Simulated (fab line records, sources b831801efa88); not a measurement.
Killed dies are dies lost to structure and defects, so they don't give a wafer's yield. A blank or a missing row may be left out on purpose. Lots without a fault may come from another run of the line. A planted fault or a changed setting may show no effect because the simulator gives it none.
Which tool did it? | flow sky130 | 6 lots, 18 wafers sampled, at 3 steps of a route of 708

WHAT THE GAUGES READ, wafer by wafer
SKY_SD_N_RS_MEAS_18: measures by four-point-probe.
lot  | measured     | on            | RES_XHIGH_RS (ohm/sq)
L625 | day 28 20:04 | film_metro-02 | 331.5 330.0 330.9
L627 | day 29 18:07 | film_metro-03 | 333.8 335.0 333.8
L631 | day 30 13:23 | film_metro-04 | 334.1 334.5 334.3
L634 | day 31 13:30 | film_metro-02 | 333.5 333.6 334.4
L636 | day 32 01:37 | film_metro-03 | 331.1 332.9 333.0
L641 | day 34 06:49 | film_metro-04 | 331.9 333.7 334.3

WHICH TOOL RAN EACH LOT (tool, then ch and the chambers of the sampled wafers, then the start)
lot  | SKY_RES_XHIGH_IMPLANT_07        | SKY_SD_N_STRIP_11
L625 | implanter-01 ch 0, day 27 14:33 | plasma_asher-03 ch 0,1, day 28 19:26
L627 | implanter-04 ch 0, day 28 12:56 | plasma_asher-04 ch 0,1, day 29 17:26
L631 | implanter-01 ch 0, day 29 08:46 | plasma_asher-02 ch 0,1, day 30 12:41
L634 | implanter-01 ch 0, day 30 07:53 | plasma_asher-04 ch 0,1, day 31 12:52
L636 | implanter-02 ch 0, day 30 21:03 | plasma_asher-03 ch 0,1, day 32 00:59
L641 | implanter-01 ch 0, day 33 04:14 | plasma_asher-03 ch 0,1, day 34 06:11
- SKY_RES_XHIGH_IMPLANT_07
- SKY_SD_N_STRIP_11: strips in O2/N2.

THE ANSWER, worked out from the rows above alone
Rule: what is usual is taken from the lots themselves. Put in order of their means at a reading, lots are off if they are a third of the lots or fewer, leave a main group of 4 or more, and stand apart from it by a gap of 3 or more times the standard deviation of the main group's means; of several such gaps the widest counts. A main group whose means are all the same, to the digits that the tables above print for the reading, isn't used. A lot without any number at a reading at which 4 lots or more have one is off too. The other lots that the step has rows for count as sound.
No lot is off at any reading shown: from this, nothing can be told.

WHAT THE SIMULATOR HAD PUT IN
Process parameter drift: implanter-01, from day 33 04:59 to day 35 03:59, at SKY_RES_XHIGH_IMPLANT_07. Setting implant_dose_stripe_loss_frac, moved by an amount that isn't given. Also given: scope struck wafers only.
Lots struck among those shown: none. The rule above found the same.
